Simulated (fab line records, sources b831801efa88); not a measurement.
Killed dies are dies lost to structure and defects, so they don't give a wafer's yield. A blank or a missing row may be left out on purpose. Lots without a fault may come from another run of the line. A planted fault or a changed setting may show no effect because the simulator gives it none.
Which tool did it? | flow gf180mcu | 11 lots, 33 wafers sampled, at 4 steps of a route of 602

WHAT THE GAUGES READ, wafer by wafer
GF_V1_RS_MEAS_24: measures by four-point-probe.
lot  | measured     | on            | V1_W_RS (ohm/sq)
L713 | day 18 02:06 | film_metro-03 | 0.333 0.330 0.328
L716 | day 19 08:14 | film_metro-02 | 0.328 0.329 0.326
L717 | day 19 16:28 | film_metro-01 | 0.329 0.326 0.331
L722 | day 21 13:14 | film_metro-01 | 0.336 0.318 0.321
L724 | day 22 06:22 | film_metro-02 | 0.334 0.332 0.322
L726 | day 23 05:59 | film_metro-03 | 0.360 0.361 0.356
L727 | day 23 10:26 | film_metro-03 | 0.364 0.366 0.366
L731 | day 24 23:57 | film_metro-02 | 0.329 0.338 0.326
L733 | day 25 12:15 | film_metro-03 | 0.326 0.326 0.330
L736 | day 26 07:10 | film_metro-03 | 0.331 0.329 0.328
L735 | day 26 08:53 | film_metro-03 | 0.325 0.325 0.325

WHICH TOOL RAN EACH LOT (tool, then ch and the chambers of the sampled wafers, then the start)
lot  | GF_M1_STRIP_17                       | GF_V1_SPUTTER_22             | GF_V1_CVD_23
L713 | plasma_asher-04 ch 0,1, day 16 23:44 | pvd_sputter-03, day 18 01:56 | cvd_w-01 ch 1, day 18 01:58
L716 | plasma_asher-04 ch 0,1, day 18 05:43 | pvd_sputter-04, day 19 08:01 | cvd_w-01 ch 0,1, day 19 08:05
L717 | plasma_asher-04 ch 0,1, day 18 14:17 | pvd_sputter-01, day 19 16:19 | cvd_w-01 ch 0,1, day 19 16:21
L722 | plasma_asher-01 ch 0,1, day 20 11:10 | pvd_sputter-01, day 21 13:02 | cvd_w-02 ch 0,1, day 21 13:07
L724 | plasma_asher-01 ch 0,1, day 21 04:23 | pvd_sputter-04, day 22 06:13 | cvd_w-02 ch 0,1, day 22 06:15
L726 | plasma_asher-03 ch 1, day 22 04:20   | pvd_sputter-04, day 23 05:49 | cvd_w-01 ch 0,1, day 23 05:52
L727 | plasma_asher-03 ch 0,1, day 22 09:28 | pvd_sputter-01, day 23 10:16 | cvd_w-01 ch 0,1, day 23 10:18
L731 | plasma_asher-04 ch 0, day 23 23:35   | pvd_sputter-04, day 24 23:48 | cvd_w-02 ch 0,1, day 24 23:50
L733 | plasma_asher-04 ch 0,1, day 24 12:37 | pvd_sputter-01, day 25 12:04 | cvd_w-02 ch 0,1, day 25 12:07
L736 | plasma_asher-04 ch 0,1, day 25 08:31 | pvd_sputter-03, day 26 07:01 | cvd_w-01 ch 0,1, day 26 07:03
L735 | plasma_asher-03 ch 0,1, day 25 10:13 | pvd_sputter-03, day 26 08:44 | cvd_w-02 ch 0,1, day 26 08:46
- GF_M1_STRIP_17: strips in O2/N2.
- GF_V1_SPUTTER_22: material TiN, target thk 10 nm, time 40 s.
- GF_V1_CVD_23: deposits W, target thk 350 nm, time 105.05 s.

THE ANSWER, worked out from the rows above alone
Rule: what is usual is taken from the lots themselves. Put in order of their means at a reading, lots are off if they are a third of the lots or fewer, leave a main group of 4 or more, and stand apart from it by a gap of 3 or more times the standard deviation of the main group's means; of several such gaps the widest counts. A main group whose means are all the same, to the digits that the tables above print for the reading, isn't used. A lot without any number at a reading at which 4 lots or more have one is off too. The other lots that the step has rows for count as sound.
Off: L726, L727, at GF_V1_RS_MEAS_24 (V1_W_RS). The main group: mean 0.328 ohm/sq, standard deviation 0.002.
A tool fits if, at a process step before that reading, it ran every lot that is off, and no sound lot after the first of them. The gauges at GF_V1_RS_MEAS_24 are tried like those tools. None of those tried fits.

WHAT THE SIMULATOR HAD PUT IN
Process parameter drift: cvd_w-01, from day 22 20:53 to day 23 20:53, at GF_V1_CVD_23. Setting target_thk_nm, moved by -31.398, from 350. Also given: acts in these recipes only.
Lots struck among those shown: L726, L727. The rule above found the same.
